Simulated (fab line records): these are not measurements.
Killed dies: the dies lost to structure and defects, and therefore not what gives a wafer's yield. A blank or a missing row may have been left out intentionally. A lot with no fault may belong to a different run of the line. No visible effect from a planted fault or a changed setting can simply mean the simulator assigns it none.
fab line records + flow sky130 + part 2 of 2: steps 28 to 37 of 37
record
- lots=5
- wafers=15
- last_day=50
route steps=708 shown SONOS_ONO@169 GATE_OXIDE@187 POLY_GATE@204
lots untouched by any fault: they come from a run of this same line in which no faults occurred
start_h: start of the lot's first displayed wafer, in hours after the record's first day + wait_h: hours since the lot's step before + " as in the row above + L1.1+2: one row covering several wafers at once + - no value, or no start was given + * or withheld: withheld + < > ~ a bound
route shown NAME@n: a module of which the file shows steps, and the number in the route of the first + usual: mean and standard deviation over wafers with no fault + same: alike in all rows + chamber/n: place in a boat + sites: the reading at each site + _std_site: their standard deviation + _edge_site: mean of outer sites minus mean of inner sites + radius_mm: how far each site lies from the wafer's centre + mask NAME#n: copy n + behind: tool/chamber where the wafer was last shaped + hold: reason for holding the lot/hours on hold/outcome of the hold + device: the transistor (n, p or np) that didn't switch + end of line: tests of these same wafers at the route's end + a step given without rows: its recipe and nothing more + killed: count of dies lost to structure and defects at first sort (not the wafer's yield) + map: shows each die of a wafer: x if killed, . if not, _ if none is there
set.NAME: setting as actually run; set.NAME@STEP: the setting as run at that earlier step + model.NAME: the simulator's own value behind a step, which no gauge read
certain route steps with their lots: each step a table, each wafer a row
services: the hour from which a tool's chamber was out of use, counted from the record's first day as start_h (under 0 if before that day), plus the number of hours and why
## steps
# step SKY_GATE_OXIDE_DEVELOP_09
# recipe
- resist=NOVOLAK
- developer=TMAH
- develop_time_s=60
- dev_temp_c=23
# usual
- chill_plate_temp_C=23.00/0.11
| lot.wafer | tool           | chamber | start_h | wait_h | chill_plate_temp_C |
|-----------|----------------|---------|---------|--------|--------------------|
| L080.3    | litho_track-03 | 0       | 360.60  | 0.1    | 22.91              |
| L080.4    | "              | 0       | "       | "      | 22.85              |
| L080.6    | "              | 0       | "       | "      | 22.88              |
| L083.1    | litho_track-03 | 0       | 383.05  | 0.1    | 22.93              |
| L083.2    | "              | 0       | "       | "      | 22.83              |
| L083.4    | "              | 0       | "       | "      | 23.10              |
| L090.1    | litho_track-03 | 0       | 440.40  | 0.1    | 23.25              |
| L090.3    | "              | 0       | "       | "      | 22.96              |
| L090.6    | "              | 0       | "       | "      | 23.06              |
| L094.1    | litho_track-03 | 0       | 480.00  | 0.1    | 22.92              |
| L094.2    | "              | 0       | "       | "      | 23.00              |
| L094.4    | "              | 0       | "       | "      | 23.14              |
| L095.2    | litho_track-03 | 0       | 490.62  | 0.1    | 22.94              |
| L095.4    | "              | 0       | "       | "      | 22.90              |
| L095.5    | "              | 0       | "       | "      | 23.12              |
# step SKY_GATE_OXIDE_OVL_MEAS_10
# usual
- GATE_OXIDE_OVL=0.4/1.7
| lot.wafer | tool       | chamber | start_h | wait_h | GATE_OXIDE_OVL[nm] |
|-----------|------------|---------|---------|--------|--------------------|
| L080.3    | overlay-02 | -       | 360.71  | 0.1    | -1.7               |
| L080.4    | "          | -       | "       | "      | -2.9               |
| L080.6    | "          | -       | "       | "      | 1.0                |
| L083.1    | overlay-02 | -       | 383.20  | 0.1    | -2.6               |
| L083.2    | "          | -       | "       | "      | 1.3                |
| L083.4    | "          | -       | "       | "      | 0.0                |
| L090.1    | overlay-02 | -       | 440.55  | 0.1    | -1.6               |
| L090.3    | "          | -       | "       | "      | -0.4               |
| L090.6    | "          | -       | "       | "      | 0.5                |
| L094.1    | overlay-01 | -       | 480.15  | 0.1    | -2.1               |
| L094.2    | "          | -       | "       | "      | -1.6               |
| L094.4    | "          | -       | "       | "      | 0.0                |
| L095.2    | overlay-02 | -       | 490.75  | 0.1    | 1.9                |
| L095.4    | "          | -       | "       | "      | 1.0                |
| L095.5    | "          | -       | "       | "      | -0.2               |
# step SKY_GATE_OXIDE_IMPLANT_11
# recipe
- species=B
- energy_kev=10
- dose_cm2=2.6e+12
- tilt_deg=withheld
# usual
- beam_energy_keV=10.001/0.0032
- end_station_pressure_torr=5.03e-06/2.5e-07
| lot.wafer | tool         | chamber | start_h | wait_h | beam_energy_keV | end_station_pressure_torr |
|-----------|--------------|---------|---------|--------|-----------------|---------------------------|
| L080.3    | implanter-01 | 0       | 360.78  | 0.1    | 10.004          | 4.99e-06                  |
| L080.4    | "            | 0       | "       | "      | 10.005          | 4.97e-06                  |
| L080.6    | "            | 0       | "       | "      | 10.005          | 5.25e-06                  |
| L083.1    | implanter-03 | 0       | 383.23  | 0.0    | 9.997           | 5.01e-06                  |
| L083.2    | "            | 0       | "       | "      | 10.004          | 5.59e-06                  |
| L083.4    | "            | 0       | "       | "      | 10.003          | 4.83e-06                  |
| L090.1    | implanter-04 | 0       | 440.58  | 0.0    | 9.993           | 5.17e-06                  |
| L090.3    | "            | 0       | "       | "      | 9.998           | 4.55e-06                  |
| L090.6    | "            | 0       | "       | "      | 9.997           | 5.35e-06                  |
| L094.1    | implanter-03 | 0       | 480.18  | 0.0    | 9.997           | 4.84e-06                  |
| L094.2    | "            | 0       | "       | "      | 9.998           | 5.44e-06                  |
| L094.4    | "            | 0       | "       | "      | 10.001          | 4.63e-06                  |
| L095.2    | implanter-01 | 0       | 490.81  | 0.0    | 10.005          | 4.92e-06                  |
| L095.4    | "            | 0       | "       | "      | 10.003          | 4.74e-06                  |
| L095.5    | "            | 0       | "       | "      | 10.002          | 5.25e-06                  |
# step SKY_GATE_OXIDE_WET_ETCH_12
# recipe
- chemistry=dHF
- target_depth_nm=16.8
- dry=n2_spin
- target=SiO2
- dilution=100:1
- temp_c=25
- time_s=336
| lot.wafer  | tool         | chamber | start_h | wait_h |
|------------|--------------|---------|---------|--------|
| L080.3+4+6 | wet_bench-04 | 3       | 360.88  | 0.1    |
| L083.1+2+4 | wet_bench-03 | 0       | 383.38  | 0.1    |
| L090.1+3+6 | wet_bench-03 | 2       | 440.73  | 0.1    |
| L094.1+2+4 | wet_bench-01 | 0       | 480.33  | 0.1    |
| L095.2+4+5 | wet_bench-01 | 0       | 490.93  | 0.1    |
# step SKY_GATE_OXIDE_STRIP_13
# recipe
- chemistry=O2/N2
- power_w=1400
- pressure_mtorr=1500
- platen_temp_c=withheld
- o2_flow_sccm=3000
- n2_flow_sccm=300
- overash_fraction=0.5
# usual
- drypump_motor_current_A=5.9/0.39
- oes_product_au=0.716/0.0042
- strip_time_to_endpoint_s=14.18/0.04
| lot.wafer | tool            | chamber | start_h | wait_h | drypump_motor_current_A | oes_product_au | rf_hours_counter_h | strip_time_to_endpoint_s |
|-----------|-----------------|---------|---------|--------|-------------------------|----------------|--------------------|--------------------------|
| L080.3    | plasma_asher-04 | 0       | 361.02  | 0.0    | 6.6                     | 0.715          | -                  | 14.15                    |
| L080.4    | "               | 1       | "       | "      | 5.8                     | 0.712          | -                  | 14.19                    |
| L080.6    | "               | 1       | "       | "      | 5.8                     | 0.721          | -                  | 14.18                    |
| L083.1    | plasma_asher-04 | 1       | 383.48  | 0.0    | 5.8                     | 0.712          | 56                 | 14.16                    |
| L083.2    | "               | 0       | "       | "      | 6.6                     | 0.721          | 56                 | 14.22                    |
| L083.4    | "               | 1       | "       | "      | 5.8                     | 0.716          | -                  | 14.21                    |
| L090.1    | plasma_asher-02 | 0       | 440.83  | 0.0    | 5.9                     | 0.709          | 30                 | 14.14                    |
| L090.3    | "               | 1       | "       | "      | 5.5                     | 0.724          | -                  | 14.10                    |
| L090.6    | "               | 0       | "       | "      | 5.9                     | 0.714          | -                  | 14.11                    |
| L094.1    | plasma_asher-02 | 1       | 480.44  | 0.0    | 5.5                     | 0.721          | 34                 | 14.17                    |
| L094.2    | "               | 0       | "       | "      | 5.9                     | 0.716          | 34                 | 14.22                    |
| L094.4    | "               | 0       | "       | "      | 5.9                     | 0.709          | -                  | 14.20                    |
| L095.2    | plasma_asher-02 | 1       | 491.03  | 0.0    | 5.5                     | 0.720          | 35                 | 14.23                    |
| L095.4    | "               | 0       | "       | "      | 5.9                     | 0.717          | -                  | 14.20                    |
| L095.5    | "               | 1       | "       | "      | 5.5                     | 0.716          | -                  | 14.16                    |
# step SKY_GATE_OXIDE_TW_MEAS_14
# usual
- GATE_OXIDE_TW=223.4/2.9
| lot.wafer | tool          | chamber | start_h | wait_h | GATE_OXIDE_TW |
|-----------|---------------|---------|---------|--------|---------------|
| L080.3    | film_metro-01 | -       | 361.10  | 0.1    | 220.1         |
| L080.4    | "             | -       | "       | "      | 220.3         |
| L080.6    | "             | -       | "       | "      | 221.6         |
| L083.1    | film_metro-01 | -       | 383.58  | 0.1    | 221.2         |
| L083.2    | "             | -       | "       | "      | 220.5         |
| L083.4    | "             | -       | "       | "      | 218.6         |
| L090.1    | film_metro-02 | -       | 440.93  | 0.1    | 223.9         |
| L090.3    | "             | -       | "       | "      | 223.6         |
| L090.6    | "             | -       | "       | "      | 225.1         |
| L094.1    | film_metro-02 | -       | 480.54  | 0.1    | 223.3         |
| L094.2    | "             | -       | "       | "      | 224.4         |
| L094.4    | "             | -       | "       | "      | 224.0         |
| L095.2    | film_metro-01 | -       | 491.14  | 0.1    | 220.3         |
| L095.4    | "             | -       | "       | "      | 220.0         |
| L095.5    | "             | -       | "       | "      | 218.8         |
# step SKY_GATE_OXIDE_CLEAN_15
# recipe
- chemistry=SC1/SC2
- mix=1:4:20
- temp_c=70
- time_s=150
- dry=n2_spin
| lot.wafer  | tool         | chamber | start_h | wait_h |
|------------|--------------|---------|---------|--------|
| L080.3+4+6 | wet_bench-04 | 2       | 361.14  | 0.0    |
| L083.1+2+4 | wet_bench-01 | 1       | 383.64  | 0.1    |
| L090.1+3+6 | wet_bench-01 | 3       | 440.99  | 0.1    |
| L094.1+2+4 | wet_bench-04 | 2       | 480.60  | 0.1    |
| L095.2+4+5 | wet_bench-04 | 3       | 491.19  | 0.0    |
# step SKY_GATE_OXIDE_OXIDATION_16
# recipe
- temp_c=800
- ambient=O2
- idle_temp_c=700
- ramp_up_c_per_min=10
- ramp_down_c_per_min=3
- stabilise_s=600
- purge_s=300
- target_thk_a=35.7
- ox_time_s=1915
| lot.wafer  | tool       | chamber | start_h | wait_h |
|------------|------------|---------|---------|--------|
| L080.3+4+6 | furnace-02 | 0       | 362.88  | 1.7    |
| L083.1+2+4 | furnace-02 | 0       | 384.40  | 0.7    |
| L090.1+3+6 | furnace-02 | 0       | 441.04  | 0.0    |
| L094.1+2+4 | furnace-01 | 0       | 480.66  | 0.0    |
| L095.2+4+5 | furnace-02 | 0       | 491.24  | 0.0    |
# step SKY_POLY_GATE_CVD_00
# recipe
- material=poly-Si
- target_thk_nm=180
- temp_c=620
- time_s=720
- pressure_mtorr=200
# usual
- pressure_mtorr=200.0/0.4
| lot.wafer | tool     | chamber | start_h | wait_h | pressure_mtorr |
|-----------|----------|---------|---------|--------|----------------|
| L080.3    | lpcvd-01 | 0       | 364.42  | 0.0    | 200.0          |
| L080.4    | "        | 0       | "       | "      | 200.2          |
| L080.6    | "        | 0       | "       | "      | 199.6          |
| L083.1    | lpcvd-01 | 0       | 385.93  | 0.0    | 199.9          |
| L083.2    | "        | 0       | "       | "      | 200.2          |
| L083.4    | "        | 0       | "       | "      | 200.0          |
| L090.1    | lpcvd-01 | 0       | 442.58  | 0.0    | 200.2          |
| L090.3    | "        | 0       | "       | "      | 200.6          |
| L090.6    | "        | 0       | "       | "      | 200.7          |
| L094.1    | lpcvd-01 | 0       | 482.19  | 0.0    | 199.9          |
| L094.2    | "        | 0       | "       | "      | 200.1          |
| L094.4    | "        | 0       | "       | "      | 200.3          |
| L095.2    | lpcvd-01 | 0       | 492.78  | 0.0    | 200.0          |
| L095.4    | "        | 0       | "       | "      | 200.2          |
| L095.5    | "        | 0       | "       | "      | 199.4          |
# step SKY_POLY_GATE_THK_MEAS_01
# recipe
- reads=poly-Si_of_POLY_GATE_CVD_00
# usual
- POLY_GATE_CVD_00_THK=180.2/2
| lot.wafer | tool          | chamber | start_h | wait_h | POLY_GATE_CVD_00_THK[nm] |
|-----------|---------------|---------|---------|--------|--------------------------|
| L080.3    | film_metro-04 | -       | 365.64  | 0.0    | 179.5                    |
| L080.4    | "             | -       | "       | "      | 179.7                    |
| L080.6    | "             | -       | "       | "      | 181.4                    |
| L083.1    | film_metro-01 | -       | 387.13  | 0.0    | 178.0                    |
| L083.2    | "             | -       | "       | "      | 176.8                    |
| L083.4    | "             | -       | "       | "      | 176.5                    |
| L090.1    | film_metro-04 | -       | 443.78  | 0.0    | 179.8                    |
| L090.3    | "             | -       | "       | "      | 182.1                    |
| L090.6    | "             | -       | "       | "      | 180.3                    |
| L094.1    | film_metro-01 | -       | 483.39  | 0.0    | 180.7                    |
| L094.2    | "             | -       | "       | "      | 180.2                    |
| L094.4    | "             | -       | "       | "      | 181.6                    |
| L095.2    | film_metro-04 | -       | 493.99  | 0.0    | 183.1                    |
| L095.4    | "             | -       | "       | "      | 183.3                    |
| L095.5    | "             | -       | "       | "      | 182.9                    |
## services
| tool             | chamber | start_h | hours | kind   |
|------------------|---------|---------|-------|--------|
| rie_diel-04      | 1       | 296.55  | 22.2  | repair |
| plasma_asher-02  | -       | 298.03  | 3.2   | repair |
| implanter-01     | -       | 299.16  | 11.1  | repair |
| furnace-01       | -       | 303.59  | 2.9   | pm     |
| rie_diel-03      | 0       | 304.99  | 3.6   | repair |
| plasma_asher-04  | -       | 309.79  | 17.7  | repair |
| plasma_asher-01  | -       | 311.27  | 0.5   | repair |
| rie_diel-04      | 2       | 314.41  | 2.6   | repair |
| furnace-01       | -       | 316.26  | 31.1  | repair |
| plasma_asher-02  | -       | 350.67  | 2.8   | repair |
| furnace-02       | -       | 353.25  | 2.6   | pm     |
| lpcvd-02         | -       | 354.20  | 2.8   | repair |
| iline_stepper-02 | -       | 368.24  | 0.6   | repair |
| furnace-01       | -       | 368.63  | 2.6   | pm     |
| iline_stepper-02 | -       | 398.63  | 1.7   | pm     |
| wet_bench-04     | -       | 401.09  | 4.4   | pm     |
| iline_stepper-01 | -       | 408.17  | 1.7   | pm     |
| wet_bench-01     | -       | 420.99  | 3.4   | repair |
| plasma_asher-01  | -       | 421.25  | 9.0   | pm     |
| iline_stepper-01 | -       | 431.82  | 3.1   | repair |
| lpcvd-03         | -       | 438.65  | 0.5   | repair |
| furnace-01       | -       | 458.02  | 1.4   | pm     |
| furnace-01       | -       | 471.87  | 3.0   | pm     |
| plasma_asher-01  | -       | 477.44  | 1.8   | repair |
